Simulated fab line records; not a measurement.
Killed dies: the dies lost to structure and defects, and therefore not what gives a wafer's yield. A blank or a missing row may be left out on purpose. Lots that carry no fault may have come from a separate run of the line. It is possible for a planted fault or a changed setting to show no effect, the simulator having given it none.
A lot that was struck, set against a sound lot :: flow sky130 :: 31 out of 708 route steps
Sound: these wafers, L925.2, L925.5, L925.6. Struck: wafer L927.5 (left out: L927.2, L927.3 of the same lot, which were not struck); the cause appears at the end.
Per side, at each step with rows, come the tool, then ch with its chambers, and then its first start. Under that, the readings that differ: sound wafers :: struck wafers :: difference of the means :: sigmas: that difference in standard deviations of wafers without a fault.
alike: readings whose means differ by less than 2 such deviations, and words and numbers that are the same on both sides. not compared: withheld readings, readings that some wafer has no value for, bounds like >300 that may hide the same value, and numbers for which the record gives no deviation and whose values overlap.
The two part at a step that has a row with sigmas, a row that says differs or no value, or rows on one side only. Numbers that have no deviation but don't overlap get no sigmas and don't part them. Lack of a reading on every wafer of one side parts them only where that side has two or more wafers.

SKY_LI_CONTACT_OVL_MEAS_13:
  sound: overlay-02 at day 31 17:17; struck: overlay-01 at day 32 17:17
  alike: LI_CONTACT_OVL
then, 1 step without rows for these wafers: SKY_LI_CONTACT_ETCH_14 (etches BARC in N2/H2, stops on SiO2, time 45.9 s, target depth 60 nm).
SKY_LI_CONTACT_ETCH_15: etches PSG in C4F8/O2/Ar, stops on Si, target depth 600 nm.
  sound on rie diel-03 ch 0,1,3, day 31 17:21; struck on rie diel-01 ch 1, day 32 17:21
  alike: oes product au, rf fwd power W
SKY_LI_CONTACT_STRIP_16: strips in O2/N2.
  sound on plasma asher-04 ch 0,1, day 31 17:26; struck on plasma asher-01 ch 1, day 32 17:26
  alike: drypump motor current A, oes product au, strip time to endpoint s
  not compared: rf hours counter h
then, 3 steps without rows for these wafers: SKY_LI_CONTACT_CLEAN_17 (cleans in NMP, time 600 s); SKY_LI_CONTACT_PRE_CLEAN_18 (time 5.6 s); SKY_LI_CONTACT_SPUTTER_19 (material Ti, target thk 20 nm, time 106.37 s).
SKY_LI_CONTACT_SPUTTER_20: material TiN, target thk 20 nm, time 80 s.
  sound: pvd sputter-02 at day 31 17:49; struck: pvd sputter-01 at day 32 17:49
  alike: cathode dc power W, throttle valve pct
SKY_LI_CONTACT_CVD_21: deposits W, target thk 400 nm, time 120.56 s.
  sound on cvd w-02 ch 0,1, day 31 17:52; struck on cvd w-02 ch 1, day 32 17:52
  alike: heater power w
SKY_LI_CONTACT_RS_MEAS_22: measurement is done with a four-point probe.
  sound: film metro-04 at day 31 18:01; struck: film metro-04 at day 32 18:01
  alike: LI_CONTACT_W_RS
SKY_LI_CONTACT_THK_MEAS_23: measures by xrf.
  sound: film metro-04 at day 31 18:07; struck: film metro-04 at day 32 18:07
  alike: LI_CONTACT_W_THK
then, 1 step without rows for these wafers: SKY_LI_CONTACT_CMP_24 (polishes, stops on PSG, t overpolish 20 s, target thk 0 nm).
SKY_LOCAL_INTERCONNECT_SPUTTER_00: material TiN, target thk 100 nm, time 83.3 s.
  sound: pvd sputter-02 at day 31 18:28; struck: pvd sputter-02 at day 32 18:28
reading: cathode dc power W (W)
sound: 6498.6 6500.8 6498.4
struck: 6501.5
difference: +2.2
sigmas: +2

reading: throttle valve pct (%)
sound: 29.2 29.1 27.2
struck: 31.7
difference: +3.2
sigmas: +3

reading: model.TiN_of_LOCAL_INTERCONNECT_SPUTTER_00.thk nm (nm)
sound: 100.2 99.93 100.1
struck: 96.15
difference: -3.93
sigmas: 
SKY_LOCAL_INTERCONNECT_RS_MEAS_01: measurement is done with a four-point probe.
  sound: film metro-03 at day 31 18:34; struck: film metro-03 at day 32 18:34
reading: LOCAL_INTERCONNECT_TIN_RS (ohm/sq)
sound: 14.16 14.19 14.13
struck: 14.78
difference: +0.62
sigmas: +3
SKY_LOCAL_INTERCONNECT_THK_MEAS_02: measures by xrf.
  sound: film metro-03 at day 31 18:40; struck: film metro-03 at day 32 18:40
reading: LOCAL_INTERCONNECT_TIN_THK (nm)
sound: 98.9 98.3 99.0
struck: 94.9
difference: -3.8
sigmas: -3
then, 8 steps without rows for these wafers: SKY_LOCAL_INTERCONNECT_DEHYDRATE_03 (time 60 s); SKY_LOCAL_INTERCONNECT_HMDS_04 (prime time 60 s); SKY_LOCAL_INTERCONNECT_COAT_05 (resist thk 60 nm); SKY_LOCAL_INTERCONNECT_COAT_06 (resist thk 450 nm); SKY_LOCAL_INTERCONNECT_SOFTBAKE_07 (time 90 s); SKY_LOCAL_INTERCONNECT_EXPOSE_08 (exposes mask LI1M, target cd 170 nm); SKY_LOCAL_INTERCONNECT_PEB_09; SKY_LOCAL_INTERCONNECT_DEVELOP_10 (develop time 60 s).
SKY_LOCAL_INTERCONNECT_CD_MEAS_11: target cd 170 nm.
  sound: cd sem-02 at day 32 21:58; struck: cd sem-02 at day 33 21:22
  alike: cd nm
SKY_LOCAL_INTERCONNECT_OVL_MEAS_12:
  sound: overlay-01 at day 32 22:05; struck: overlay-02 at day 33 21:29
reading: LOCAL_INTERCONNECT_OVL (nm)
sound: 20 14 15
struck: 2
difference: -14
sigmas: -2
SKY_LOCAL_INTERCONNECT_ETCH_13: etches BARC in N2/H2, stops on SiO2, time 45.9 s, target depth 60 nm.
  sound on rie metal-04 ch 1, day 32 22:08; struck on rie metal-02 ch 1, day 33 21:31
  alike: drypump motor current A, oes product au, rf fwd power W, throttle valve pct
  not compared: rf hours counter h
SKY_LOCAL_INTERCONNECT_METAL_ETCH_14: etches TiN in Cl2/BCl3, stops on PSG, target depth 110 nm, time 31.4 s.
  sound on rie metal-04 ch 1, day 32 22:15; struck on rie metal-02 ch 1, day 33 21:34
reading: oes product au (a.u.)
sound: 0.943 0.937 0.947
struck: 0.916
difference: -0.026
sigmas: -3

reading: throttle valve pct (%)
sound: 21.893 21.917 21.894
struck: 21.928
difference: +0.027
sigmas: +3

reading: model.etch.depth nm (nm)
sound: 100.2 99.93 100.1
struck: 96.15
difference: -3.93
sigmas: 

reading: model.LOCAL_INTERCONNECT.feature depth nm (nm)
sound: 100.2 99.93 100.1
struck: 96.15
difference: -3.93
sigmas: 
  alike: drypump motor current A, rf fwd power W
  not compared: rf hours counter h
then, 1 step without rows for these wafers: SKY_LOCAL_INTERCONNECT_STRIP_15 (strips in O2/N2).
SKY_LOCAL_INTERCONNECT_STRIP_16: strips in post etch residue remover, time 1200 s.
  sound on wet bench-04 ch 2, day 32 22:26; struck on wet bench-03 ch 3, day 33 21:43
reading: model.TiN_of_LOCAL_INTERCONNECT_SPUTTER_00.thk nm (nm)
sound: 99.83 99.51 99.72
struck: 95.73
difference: -3.96
sigmas: 
then, 1 step without rows for these wafers: SKY_LOCAL_INTERCONNECT_CLEAN_17 (cleans in IPA, time 180 s).
SKY_PAD_OPEN_PROBE_99:
  sound wafers here have rows in the record (prober-02, day 47 20:56); struck ones have none

== WHERE THEY PART ==
At SKY_LOCAL_INTERCONNECT_SPUTTER_00 first; at SKY_PAD_OPEN_PROBE_99 last (within this record only).

WHY: what had been put in by the simulator
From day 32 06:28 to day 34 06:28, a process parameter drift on pvd sputter-02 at SKY_LOCAL_INTERCONNECT_SPUTTER_00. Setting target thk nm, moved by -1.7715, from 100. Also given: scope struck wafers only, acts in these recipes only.
